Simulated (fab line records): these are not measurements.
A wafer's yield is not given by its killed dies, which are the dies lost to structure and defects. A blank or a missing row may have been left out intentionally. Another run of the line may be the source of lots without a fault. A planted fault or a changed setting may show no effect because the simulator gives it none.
Which tool was responsible? / flow gf180mcu / 42 wafers from 14 lots sampled at 2 of the route's 602 steps

WHAT THE GAUGES SHOWED, per wafer
GF_SAB_OVL_MEAS_10. Usual: for SAB_OVL the level is -1.4 nm and the standard deviation is 1.4.
lot=L813; measured=day 15 09:28; on=overlay-02; SAB_OVL (nm)=-1.9 -2.3 -1.8; flag=
lot=L815; measured=day 16 04:02; on=overlay-02; SAB_OVL (nm)=-2.6 -1.7 -2.2; flag=
lot=L818; measured=day 17 07:58; on=overlay-02; SAB_OVL (nm)=-1.6 -2.5 -2.0; flag=
lot=L820; measured=day 18 01:52; on=overlay-01; SAB_OVL (nm)=-0.2 -2.7 0.8; flag=
lot=L821; measured=day 18 07:56; on=overlay-01; SAB_OVL (nm)=-1.3 -3.2 -2.9; flag=
lot=L822; measured=day 18 18:52; on=overlay-02; SAB_OVL (nm)=1.0 1.9 -0.4; flag=
lot=L823; measured=day 19 01:46; on=overlay-01; SAB_OVL (nm)=-0.1 -1.9 -3.1; flag=
lot=L824; measured=day 19 06:55; on=overlay-01; SAB_OVL (nm)=-1.5 -2.0 -2.9; flag=
lot=L830; measured=day 21 23:49; on=overlay-02; SAB_OVL (nm)=1.1 0.6 -1.9; flag=
lot=L831; measured=day 22 05:40; on=overlay-01; SAB_OVL (nm)=-3.4 -4.2 -3.8; flag=
lot=L832; measured=day 22 11:10; on=overlay-02; SAB_OVL (nm)=0.5 -1.7 -1.4; flag=
lot=L833; measured=day 22 15:43; on=overlay-02; SAB_OVL (nm)=-1.4 -2.7 -1.9; flag=
lot=L834; measured=day 23 10:25; on=overlay-01; SAB_OVL (nm)=-3.0 -3.3 -3.4; flag=
lot=L835; measured=day 23 09:49; on=overlay-01; SAB_OVL (nm)=-2.1 -1.8 -1.5; flag=

WHAT TOOL EACH LOT RAN ON (gives the tool, then ch and the chambers of the sampled wafers, and finally the start)
lot=L813; GF_HV_LDD_IMPLANT_48=implanter-02 ch 0, day 12 16:12
lot=L815; GF_HV_LDD_IMPLANT_48=implanter-02 ch 0, day 13 08:06
lot=L818; GF_HV_LDD_IMPLANT_48=implanter-02 ch 0, day 14 10:35
lot=L820; GF_HV_LDD_IMPLANT_48=implanter-02 ch 0, day 15 02:18
lot=L821; GF_HV_LDD_IMPLANT_48=implanter-04 ch 0, day 15 09:10
lot=L822; GF_HV_LDD_IMPLANT_48=implanter-02 ch 0, day 15 17:15
lot=L823; GF_HV_LDD_IMPLANT_48=implanter-02 ch 0, day 15 23:12
lot=L824; GF_HV_LDD_IMPLANT_48=implanter-02 ch 0, day 16 05:27
lot=L830; GF_HV_LDD_IMPLANT_48=implanter-03 ch 0, day 18 18:34
lot=L831; GF_HV_LDD_IMPLANT_48=implanter-04 ch 0, day 19 00:37
lot=L832; GF_HV_LDD_IMPLANT_48=implanter-02 ch 0, day 19 06:15
lot=L833; GF_HV_LDD_IMPLANT_48=implanter-03 ch 0, day 19 13:48
lot=L834; GF_HV_LDD_IMPLANT_48=implanter-03 ch 0, day 20 05:39
lot=L835; GF_HV_LDD_IMPLANT_48=implanter-04 ch 0, day 20 05:49
- GF_HV_LDD_IMPLANT_48

AS READ BY THE TOOLS THEMSELVES (means over the sampled wafers that have a number; for cases with no such wafer, the mark the record gives instead)
GF_HV_LDD_IMPLANT_48. Usual: dose ions cm2 3.001e+13, standard deviation 3.1e+10; tilt deg 7.004 degrees, standard deviation 0.021.
lot=L813; tool=implanter-02; dose ions cm2=3.002e+13; tilt deg (degrees)=6.995; flag=
lot=L815; tool=implanter-02; dose ions cm2=3.003e+13; tilt deg (degrees)=6.998; flag=
lot=L818; tool=implanter-02; dose ions cm2=3.003e+13; tilt deg (degrees)=7.011; flag=
lot=L820; tool=implanter-02; dose ions cm2=3.001e+13; tilt deg (degrees)=7.004; flag=
lot=L821; tool=implanter-04; dose ions cm2=3.001e+13; tilt deg (degrees)=7.009; flag=
lot=L822; tool=implanter-02; dose ions cm2=3.048e+13; tilt deg (degrees)=6.998; flag=OFF
lot=L823; tool=implanter-02; dose ions cm2=3.051e+13; tilt deg (degrees)=6.969; flag=OFF
lot=L824; tool=implanter-02; dose ions cm2=3.052e+13; tilt deg (degrees)=7.015; flag=OFF
lot=L830; tool=implanter-03; dose ions cm2=3.000e+13; tilt deg (degrees)=7.021; flag=
lot=L831; tool=implanter-04; dose ions cm2=3.002e+13; tilt deg (degrees)=7.002; flag=
lot=L832; tool=implanter-02; dose ions cm2=2.999e+13; tilt deg (degrees)=7.011; flag=
lot=L833; tool=implanter-03; dose ions cm2=3.004e+13; tilt deg (degrees)=7.003; flag=
lot=L834; tool=implanter-03; dose ions cm2=2.997e+13; tilt deg (degrees)=7.049; flag=
lot=L835; tool=implanter-04; dose ions cm2=3.001e+13; tilt deg (degrees)=6.981; flag=

THE ANSWER, worked out from the rows above alone
Rule: take the mean of a lot's wafers that have a number; if it is more than 3 standard deviations from the usual mean, the lot is off. A lot without any number at a reading at which 4 lots or more have one is off too. Where the step has rows for the other lots, those lots are counted as sound. The gauges are gone through in route order, then the tools' own readings, and for those a lot's mean is taken as printed above. The first step at which some lot is off is used, and at that step the reading that is off furthest; a lot without a number counts as furthest.
Off: L822, L823, L824 (GF_HV_LDD_IMPLANT_48, dose ions cm2).
A tool fits if, at that step or a process step before it, it ran every lot that is off, and no sound lot after the first of them. No candidate that was tried fits.

WHAT THE SIMULATOR HAD INSERTED
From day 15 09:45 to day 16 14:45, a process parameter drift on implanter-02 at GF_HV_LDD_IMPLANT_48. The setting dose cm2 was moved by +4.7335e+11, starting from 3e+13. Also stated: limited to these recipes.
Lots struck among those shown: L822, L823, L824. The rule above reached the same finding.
